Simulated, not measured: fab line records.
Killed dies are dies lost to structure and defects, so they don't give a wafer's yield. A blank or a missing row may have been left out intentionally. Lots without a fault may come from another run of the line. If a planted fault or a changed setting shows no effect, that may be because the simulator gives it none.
A struck lot beside a sound one ; flow sfq line ; 42 steps out of a route of 325
Sound: wafers L471.1, L471.2, L471.6. Struck: wafer L478.1. (L478.3, L478.5 of the same lot were not struck and are left out.) The cause comes at the end.
Per side, at each step with rows, come the tool, then ch with its chambers, and then its first start. Under that, the readings that differ: sound wafers ; struck wafers ; difference of the means ; sigmas: that difference in standard deviations of wafers without a fault.
alike: words and numbers the same on both sides, and readings whose means are apart by under 2 such deviations; not compared: readings that were withheld, readings missing a value for some wafer, numbers with overlapping values and no deviation given by the record, and bounds like >300 which may hide the same value.
The two part at a step that has a row with sigmas, a row that says differs or no value, or rows on one side only. Numbers that have no deviation but don't overlap get no sigmas and don't part them. Lack of a reading on every wafer of one side parts them only where that side has two or more wafers.

first, 6 steps without rows for these wafers: SFQ_TRILAYER_I1_VIA_LITHO_COAT_054 (resist thk 62 nm); SFQ_TRILAYER_I1_VIA_LITHO_COAT_049 (resist thk 650 nm); SFQ_TRILAYER_I1_VIA_LITHO_SOFTBAKE_053; SFQ_TRILAYER_I1_VIA_LITHO_EXPOSE_050 (exposes mask I1, target cd 500 nm); SFQ_TRILAYER_I1_VIA_LITHO_PEB_052 (peb time 60 s); SFQ_TRILAYER_I1_VIA_LITHO_DEVELOP_051 (time 60 s).
SFQ_I1_OVL_MEAS_913:
  struck on overlay-01, day 26 14:29; sound on overlay-01, day 23 03:29
  alike: I1_OVL
SFQ_TRILAYER_I1_VIA_BARC_OPEN_VIA_ETCH_071: etches BARC in O2, target depth 125 nm, time 41.7 s.
  sound on rie diel-01 ch 0,1, day 23 03:31; struck on rie diel-03 ch 2, day 26 14:31
  alike: drypump motor current A, oes product au
  not compared: rf hours counter h
then, 4 steps without rows for these wafers: SFQ_TRILAYER_I1_VIA_ETCH_VIA_ETCH_052 (etches SiO2 in CHF3, stops on Nb, target depth 260 nm); SFQ_TRILAYER_I1_VIA_STRIP_STRIP_053 (strips in O2); SFQ_TRILAYER_I1_VIA_STRIP_SOLV_CLEAN_054 (cleans in NMP, time 600 s); SFQ_TRILAYER_M2_DEP_PRE_CLEAN_056 (time 22.5 s).
SFQ_TRILAYER_M2_DEP_SPUTTER_055: material Nb, target thk 200 nm, time 133.3 s.
  struck on pvd sputter-03, day 26 16:00; sound on pvd sputter-03, day 23 04:43
reading;sound;struck;difference;sigmas
model.Nb_of_TRILAYER_M2_DEP_SPUTTER_055.thk nm (nm);200.1 201.6 202.5;156.9;-44.5;
  alike: throttle valve pct
SFQ_M2_RS_MEAS_914: a four-point-probe measurement.
  struck on film metro-01, day 26 16:05; sound on film metro-01, day 23 04:49
reading;sound;struck;difference;sigmas
M2_NB_RS (ohm/sq);0.890 0.884 0.879;1.139;+0.255;+25
then, 6 steps without rows for these wafers: SFQ_TRILAYER_M2_LITHO_COAT_062 (resist thk 62 nm); SFQ_TRILAYER_M2_LITHO_COAT_057 (resist thk 600 nm); SFQ_TRILAYER_M2_LITHO_SOFTBAKE_061; SFQ_TRILAYER_M2_LITHO_EXPOSE_058 (exposes mask M2, target cd 500 nm); SFQ_TRILAYER_M2_LITHO_PEB_060 (peb time 60 s); SFQ_TRILAYER_M2_LITHO_DEVELOP_059 (time 60 s).
-- the record jumps here: 6 days lie between the struck wafers' starts before and after --
SFQ_M2_OVL_MEAS_916:
  struck on overlay-02, day 33 03:19; sound on overlay-01, day 23 18:30
reading;sound;struck;difference;sigmas
M2_OVL (nm);10 2 9;-6;-13;-3
SFQ_TRILAYER_M2_BARC_OPEN_METAL_ETCH_077: etches BARC in O2, target depth 125 nm, time 41.7 s.
  sound on rie metal-04 ch 1, day 23 18:32; struck on rie metal-04 ch 0, day 33 03:21
  alike: drypump motor current A, oes product au
  not compared: rf hours counter h
SFQ_TRILAYER_M2_ETCH_METAL_ETCH_060: etches Nb in Cl2/Ar, stops on SiO2, target depth 240 nm, time 120 s.
  sound on rie metal-04 ch 1, day 23 18:40; struck on rie metal-04 ch 0, day 33 03:28
reading;sound;struck;difference;sigmas
oes product au (a.u.);0.891 0.894 0.899;0.791;-0.104;-15
  alike: drypump motor current A
  not compared: rf hours counter h
then, 2 steps without rows for these wafers: SFQ_TRILAYER_M2_STRIP_STRIP_061 (strips in O2); SFQ_TRILAYER_M2_STRIP_SOLV_CLEAN_062 (cleans in NMP, time 600 s).
SFQ_TRILAYER_I2_DEP_PECVD_063: deposits SiO2 from SiH4/N2O, time 111.11 s, target thk 500 nm.
  sound on pecvd-01 ch 1,2, day 23 20:28; struck on pecvd-02 ch 2, day 33 05:06
  alike: chamber pressure Torr, heater power w, throttle valve pct
SFQ_TRILAYER_I2_CMP_CMP_064: polishes SiO2.
  sound on cmp-01 ch 2,3, day 24 07:11; struck on cmp-01 ch 1, day 33 19:47
reading;sound;struck;difference;sigmas
motor current A (A);10.5 9.2 9.8;11.6;+1.8;+2
  alike: time to endpoint s
SFQ_I2_BOW_MEAS_917:
  struck on film metro-02, day 33 21:47; sound on film metro-04, day 24 10:11
  alike: I2_BOW
then, 7 steps without rows for these wafers: SFQ_TRILAYER_I2_METRO_MEASURE_065; SFQ_TRILAYER_I2_VIA_LITHO_COAT_072 (resist thk 62 nm); SFQ_TRILAYER_I2_VIA_LITHO_COAT_067 (resist thk 650 nm); SFQ_TRILAYER_I2_VIA_LITHO_SOFTBAKE_071; SFQ_TRILAYER_I2_VIA_LITHO_EXPOSE_068 (exposes mask I2, target cd 500 nm); SFQ_TRILAYER_I2_VIA_LITHO_PEB_070 (peb time 60 s); SFQ_TRILAYER_I2_VIA_LITHO_DEVELOP_069 (time 60 s).
-- the record jumps here: 5 days lie between the struck wafers' starts before and after --
SFQ_I2_OVL_MEAS_918:
  struck on overlay-01, day 39 09:29; sound on overlay-01, day 24 23:24
reading;sound;struck;difference;sigmas
I2_OVL (nm);-3 3 3;-12;-13;-2
then, 2 steps without rows for these wafers: SFQ_TRILAYER_I2_VIA_BARC_OPEN_VIA_ETCH_096 (etches BARC in O2, target depth 125 nm, time 41.7 s); SFQ_TRILAYER_I2_VIA_ETCH_VIA_ETCH_070 (etches SiO2 in CHF3, stops on Nb, target depth 260 nm).
SFQ_TRILAYER_I2_VIA_STRIP_STRIP_071: strips in O2.
  sound on rie metal-02 ch 0, day 24 23:35; struck on rie metal-01 ch 0, day 39 09:40
  alike: drypump motor current A, oes product au, platen temp c
  not compared: rf hours counter h
then, 2 steps without rows for these wafers: SFQ_TRILAYER_I2_VIA_STRIP_SOLV_CLEAN_072 (cleans in NMP, time 600 s); SFQ_TRILAYER_M3_DEP_PRE_CLEAN_074 (time 22.5 s).
-- the record jumps here: 40 days lie between the struck wafers' starts before and after --
SFQ_M8_BOW_MEAS_951:
  struck on film metro-04, day 79 09:53; sound on film metro-02, day 76 18:06
reading;sound;struck;difference;sigmas
M8_BOW (um);26 28 46;4;-29;-3
model.etest.m2.ohm um;1.79 1.768 1.759;2.284;+0.512;
model.etest.i1.link ohm;1.97 1.958 1.951;2.26;+0.30;
model.etest.i2.link ohm;1.946 1.95 1.944;2.215;+0.268;
model.etest.m2.ohm sq;0.8902 0.8837 0.8797;1.135;+0.250;

== WHERE THEY PART ==
First at SFQ_M2_RS_MEAS_914; last, within this record, at SFQ_M8_BOW_MEAS_951.

WHY: what the simulator had put in
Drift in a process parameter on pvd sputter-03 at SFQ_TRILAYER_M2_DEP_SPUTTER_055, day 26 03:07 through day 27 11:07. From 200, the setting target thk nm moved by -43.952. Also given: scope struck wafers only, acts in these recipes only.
